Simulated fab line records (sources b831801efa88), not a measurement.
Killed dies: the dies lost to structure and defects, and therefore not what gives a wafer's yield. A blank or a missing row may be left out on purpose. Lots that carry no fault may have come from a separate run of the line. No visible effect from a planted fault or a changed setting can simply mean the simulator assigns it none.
Code-filled problem report in 8D (eight disciplines) form :: flow sky130 :: the parts of the form that need people (team, actions taken, sign-off) are left out

== 1. THE ISSUE ==
Mean of developer temp C at SKY_POLY_GATE_DEVELOP_12: 21.66 C across 6 wafers in 2 lots; on wafers with no fault it is 21.03 C (standard deviation 0.099). Measured from the usual mean, that is +6.3 standard deviations.
The step: develop time 60 s.
The first sign was on wafer L618.1 at day 23 15:00, on litho track-02. The record has a number at this step for 42 wafers belonging to 14 lots. The rule behind "out" and "out of limits": a value lying over 4 standard deviations away from the usual mean. Any other wafer with a number is counted as sound.

== 2. WHAT IT IS, AND WHAT IT ISN'T ==
question: which readings at this step
is: developer temp C
is not: exhaust pa

question: which lots
is: L618, L619
is not: L599, L600, L602, L603, L607, L608, L609, L612, L613, L614, L620, L621

question: which wafers of those lots
is: all that have a number
is not: -

question: read on which tools
is: litho track-02
is not: litho track-01, litho track-03

question: when
is: from day 23 15:00
is not: up to then (30 sound wafers); but 6 sound wafers of L620, L621 came after

== 3. WHAT RULES OUT EACH SUSPECT ==
Counting: any tool at a process step up to the reading is kept as a suspect provided that every lot that is out went through it and no sound lot did after the first of them.
- litho track-02 at SKY_POLY_GATE_DEVELOP_12 (develop time 60 s): kept. It processed each lot that is out, first L618 at day 23 15:00, and no sound lot thereafter; up to then, the last sound lot it processed was L614 at day 21 21:00. Out on those wafers are its own readings of developer temp C.
Remaining after the count: litho track-02 at SKY_POLY_GATE_DEVELOP_12.

== 4. THE CAUSE (what the simulator had put in) ==
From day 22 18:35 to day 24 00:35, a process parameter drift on litho track-02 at SKY_POLY_GATE_DEVELOP_12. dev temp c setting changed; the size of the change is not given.
The count eliminated every tool but this one.

== 5. THE EFFECT CHAIN, in route order ==
Each row: a reading where the mean over the struck wafers with a number is more than 3 standard deviations away from the usual. Readings are gone through only where the record gives a usual standard deviation; hours: the median, over the lots, of the time from a lot's start at the first step in this table giving one to that lot's start at this step; sigmas: the change measured in usual standard deviations.
hours: 0
step: SKY_POLY_GATE_DEVELOP_12
reading: developer temp C
usual: 21.03 C
on struck wafers: 21.66
change: +0.63
sigmas: +6.3
The process steps in it:
- SKY_POLY_GATE_DEVELOP_12: develop time 60 s.

== 6. WHAT WOULD HAVE CAUGHT IT SOONER ==
In this record the first reading out of limits was taken at day 23 15:00, 20 hours after the fault began at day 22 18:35.
